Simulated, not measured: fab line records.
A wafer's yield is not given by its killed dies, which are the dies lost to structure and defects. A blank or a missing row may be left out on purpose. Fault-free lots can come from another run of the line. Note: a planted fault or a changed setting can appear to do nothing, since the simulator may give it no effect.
Problem report in the 8D (eight disciplines) form, filled by code || flow sky130 || the parts of the form that need people (team, actions taken, sign-off) are left out

## 1. WHAT WENT WRONG
Wafers without a fault read 0.868 a.u., standard deviation 0.0065; oesProductAu at SKY_METAL4_METAL_ETCH_18 reads a mean of 0.907 a.u. on 3 wafers belonging to 2 lots. Relative to the usual mean, that is a shift of +6.0 standard deviations.
The step: etches the open film in Cl2/BCl3, stops on SiO2, target depth 845 nm, time 183.1 s.
Seen first at day 45 01:52 on rieMetal-03, wafer L482.4. At this step, 33 wafers from 11 lots have a number in the record. By rule, "out" or "out of limits" means more than 4 standard deviations away from the usual mean. The other wafers with a number count as sound.

## 2. WHAT THIS IS AND IS NOT
{"question": "which readings at this step", "is": "oesProductAu", "is not": "chamberPressureMTorr, drypumpMotorCurrentA, throttleValvePct"}
{"question": "which lots", "is": "L482, L487", "is not": "L474, L475, L481, L484, L489, L490, L492, L493, L497"}
{"question": "which wafers of those lots", "is": "L482.4, L487.2, L487.6", "is not": "L482.3, L482.5, L487.5"}
{"question": "read on which tools", "is": "rieMetal-03", "is not": "rieMetal-01, rieMetal-04"}
{"question": "when", "is": "from day 45 01:52", "is not": "up to then (11 sound wafers); but 19 sound wafers of L484, L487, L489, L490, L492, L493, L497 came after"}

## 3. WHAT RULES OUT EACH SUSPECT
Counting: if a tool at a process step up to the reading ran every lot that is out, it stays a suspect. Sound lots after the first of them don't rule it out here, since some wafers of a struck lot are sound.
- pvdSputter-03 at SKY_METAL4_SPUTTER_02 (material AlCu, target thk 735 nm, time 39.1 s): kept. Every lot that is out went through it, the first being L482 (day 43 04:34); the last sound lot it ran before that was L481 (day 42 12:05).
- rieMetal-03 at SKY_METAL4_METAL_ETCH_18 (etches the open film in Cl2/BCl3, stops on SiO2, target depth 845 nm, time 183.1 s): kept. It ran every lot that is out, first L482 (day 45 01:52). Its own readings are out on those wafers: oesProductAu.
- The sound lot-mates ran in chamber 0 of rieMetal-03 at SKY_METAL4_METAL_ETCH_18, but the wafers that are out ran in chamber 1.
After counting, pvdSputter-03 at SKY_METAL4_SPUTTER_02 and rieMetal-03 at SKY_METAL4_METAL_ETCH_18 remain.

## 4. THE CAUSE (what the simulator had put in)
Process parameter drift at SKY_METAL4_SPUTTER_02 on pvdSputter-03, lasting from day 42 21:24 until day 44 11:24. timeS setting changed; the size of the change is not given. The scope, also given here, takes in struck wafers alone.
Counting leaves 2 suspects; this tool is one of them.

## 5. THE CHAIN OF EFFECTS, in route order
Rows list readings where the struck wafers' mean (over those with a number) sits beyond 3 standard deviations from the usual. Readings are gone through only where the record gives a usual standard deviation; hours: the median, over the lots, of the time from a lot's start at the first step in this table giving one to that lot's start at this step; sigmas: the change measured in usual standard deviations.
{"hours": 0, "step": "SKY_METAL4_METAL_ETCH_18", "reading": "oesProductAu", "usual": "0.868 a.u.", "on struck wafers": 0.907, "change": "+0.039", "sigmas": "+6.0"}
It contains these process steps:
- SKY_METAL4_METAL_ETCH_18: etches the open film in Cl2/BCl3, stops on SiO2, target depth 845 nm, time 183.1 s.

## 6. WHAT WOULD HAVE CAUGHT IT SOONER
In this record no reading fell out of limits until day 45 01:52, 52 hours after the fault had begun at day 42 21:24.
Tool readings at SKY_METAL4_SPUTTER_02 with a usual standard deviation given in the record: none out on any struck wafer, hence no alarm at a limit of 4 standard deviations on them.
By day 45 01:52 the whole set of lots that are out, 2 in number, had already begun SKY_METAL4_SPUTTER_02 on pvdSputter-03. Tool hold at that time: it would have spared none of them.
